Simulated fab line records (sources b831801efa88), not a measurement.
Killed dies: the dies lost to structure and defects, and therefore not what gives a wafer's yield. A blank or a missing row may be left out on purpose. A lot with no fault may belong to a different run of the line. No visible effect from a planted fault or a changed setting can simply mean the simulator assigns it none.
A struck lot beside a sound one ; flow sfq_line ; 14 steps out of a route of 325
Sound: wafers L916.3, L916.5, L916.6. Struck: wafer L934.4 (left out: L934.1, L934.6 of the same lot, which were not struck); the cause appears at the end.
Each step with rows lists, per side, the tool, then ch with its chambers, then its first start. Under that, the readings that differ: sound wafers ; struck wafers ; difference of the means ; sigmas: that difference in standard deviations of wafers without a fault.
alike: words and numbers the same on both sides, and readings whose means are apart by under 2 such deviations; not compared: readings that were withheld, readings missing a value for some wafer, numbers with overlapping values and no deviation given by the record, and bounds like >300 which may hide the same value.
The two part at a step that has a row with sigmas, a row that says differs or no value, or rows on one side only. When numbers do not overlap yet have no deviation, they are printed without sigmas and do not part them. A reading that every wafer of one side lacks parts them only if that side has two wafers or more.

SFQ_TRILAYER_JJ_CE_BARC_OPEN_RIE_150: chemistry O2, target BARC, target depth 240 nm, time 80 s.
  sound on rie_metal-01 ch 0,1, day 45 12:07; struck on rie_metal-01 ch 0, day 64 04:10
  alike: drypump_motor_current_A, oes_product_au
  not compared: rf_hours_counter_h
SFQ_TRILAYER_JJ_CE_ETCH_RIE_118: chemistry SF6, target Nb, stops on Al2O3, time 97.7 s, target depth 170 nm.
  sound on rie_metal-01 ch 0,1, day 45 12:13; struck on rie_metal-01 ch 0, day 64 04:16
  alike: drypump_motor_current_A, oes_product_au
  not compared: rf_hours_counter_h
after that, 1 step had no rows for these wafers: SFQ_TRILAYER_JJ_ANODIZE_ANODIZE_119.
SFQ_TRILAYER_JJ_CE_STRIP_STRIP_120: strips in O2.
  sound on rie_metal-02 ch 0,1, day 45 12:59; struck on rie_metal-02 ch 0, day 64 04:55
  alike: drypump_motor_current_A, oes_product_au
  not compared: rf_hours_counter_h
then, 7 steps without rows for these wafers: SFQ_TRILAYER_JJ_CE_STRIP_SOLV_CLEAN_121 (cleans in NMP, time 600 s); SFQ_TRILAYER_M5_LITHO_COAT_128 (resist thk 62 nm); SFQ_TRILAYER_M5_LITHO_COAT_123 (resist thk 600 nm); SFQ_TRILAYER_M5_LITHO_SOFTBAKE_127; SFQ_TRILAYER_M5_LITHO_EXPOSE_124 (exposes mask M5, target cd 700 nm); SFQ_TRILAYER_M5_LITHO_PEB_126 (peb time 60 s); SFQ_TRILAYER_M5_LITHO_DEVELOP_125 (time 60 s).
SFQ_M5_OVL_MEAS_932:
  sound: overlay-02 at day 49 18:56; struck: overlay-02 at day 65 00:05
  alike: M5_OVL
SFQ_TRILAYER_M5_BARC_OPEN_METAL_ETCH_161: etches BARC in O2, target depth 125 nm, time 41.7 s.
  sound on rie_metal-04 ch 0,1, day 49 18:59; struck on rie_metal-03 ch 0, day 65 00:07
reading;sound;struck;difference;sigmas
oes_product_au (a.u.);0.682 0.679 0.693;0.664;-0.021;-5
run_length_s (s);69.9 70.2 70.0;72.0;+2.0;+4
  alike: drypump_motor_current_A
  not compared: rf_hours_counter_h
SFQ_TRILAYER_M5_ETCH_METAL_ETCH_126: etches Nb in Cl2/BCl3, stops on SiO2, time 203.2 s, target depth 265 nm.
  sound on rie_metal-04 ch 0,1, day 49 19:05; struck on rie_metal-03 ch 0, day 65 00:11
  alike: drypump_motor_current_A, oes_product_au, run_length_s
  not compared: rf_hours_counter_h

== WHERE THEY PART ==
At SFQ_TRILAYER_M5_BARC_OPEN_METAL_ETCH_161 and nowhere else, as far as this record goes. Later steps at which nothing parts them and some readings are alike: SFQ_TRILAYER_M5_ETCH_METAL_ETCH_126.

WHY: whatever the simulator had introduced
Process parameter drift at SFQ_TRILAYER_M5_BARC_OPEN_METAL_ETCH_161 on rie_metal-03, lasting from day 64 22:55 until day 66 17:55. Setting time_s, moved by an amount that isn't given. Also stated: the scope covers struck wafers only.
